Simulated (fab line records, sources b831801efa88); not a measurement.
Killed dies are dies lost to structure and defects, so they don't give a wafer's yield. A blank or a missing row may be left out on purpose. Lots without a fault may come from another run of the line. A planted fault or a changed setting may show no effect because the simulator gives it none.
One fault seen from 2 desks | flow sfq_line | each desk has only its own numbers; what lay behind them comes last

THE TOOL OWNER'S DESK: rie_metal-02
The tool's own readings at SFQ_TRILAYER_R5_BARC_OPEN_METAL_ETCH_177 (etches BARC in O2, target depth 125 nm, time 41.7 s): means of the sampled wafers that have a number, for each lot that ran on this tool. A lot is out of limits, marked OUT, if its mean lies more than 4 standard deviations from the usual mean; the brackets give that distance.
Columns: A = drypump_motor_current_A at SFQ_TRILAYER_R5_BARC_OPEN_METAL_ETCH_177, usual 5.89 A; B = oes_product_au at SFQ_TRILAYER_R5_BARC_OPEN_METAL_ETCH_177, usual 0.685 a.u.; C = run_length_s at SFQ_TRILAYER_R5_BARC_OPEN_METAL_ETCH_177, usual 70.1 s
lot  | first seen here | A    | B               | C
L897 | day 61 06:22    | 5.75 | 0.685           | 69.9
L905 | day 67 03:45    | 6.30 | 0.575 (-23) OUT | 93.5 (+50) OUT
L908 | day 67 10:58    | 5.75 | 0.579 (-22) OUT | 93.2 (+49) OUT
This desk's finding: out of limits on L905, L908; first on L905, day 67 03:45 (oes_product_au at SFQ_TRILAYER_R5_BARC_OPEN_METAL_ETCH_177). In limits: L897.

THE METROLOGY DESK
What the gauges read, lot by lot, whatever tool the lot ran on: means of the sampled wafers that have a number. A lot is out of limits, marked OUT, if its mean lies more than 4 standard deviations from the usual mean; the brackets give that distance.
Columns: A = R5_MONX_RS at SFQ_R5_RS_MEAS_933, usual 7.04 ohm/sq; B = R5_MONX_THK at SFQ_R5_THK_MEAS_934, usual 39.9 nm; C = R5_OVL at SFQ_R5_OVL_MEAS_935, usual -4 nm
lot  | first seen here | A    | B    | C
L897 | day 61 03:54    | 6.94 | 40.3 | -12
L902 | day 61 22:13    | 7.08 | 39.6 | 3
L905 | day 62 06:55    | 7.16 | 39.2 | -13
L908 | day 62 17:19    | 7.08 | 39.5 | -8
L913 | day 67 12:47    | 7.10 | 39.1 | -5
L914 | day 68 03:17    | 7.08 | 40.1 | -7
This desk's finding: nothing out of limits on any of the 6 lots.

PUT TOGETHER
The tool owner's desk could have raised an alarm at day 67 03:45, on L905, L908.
The metrology desk saw nothing out of limits.
The metrology desk has L905, L908 on record, within its limits.
Of the lots named, all ran SFQ_TRILAYER_R5_BARC_OPEN_METAL_ETCH_177 on rie_metal-02.

WHAT THE SIMULATOR HAD PUT IN
Process parameter drift: rie_metal-02, from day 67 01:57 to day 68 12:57, at SFQ_TRILAYER_R5_BARC_OPEN_METAL_ETCH_177. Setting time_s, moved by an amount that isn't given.
Lots struck among those shown: L905, L908.
Hours from the fault's start to each desk's first reading out of limits: the tool owner's desk, 2.
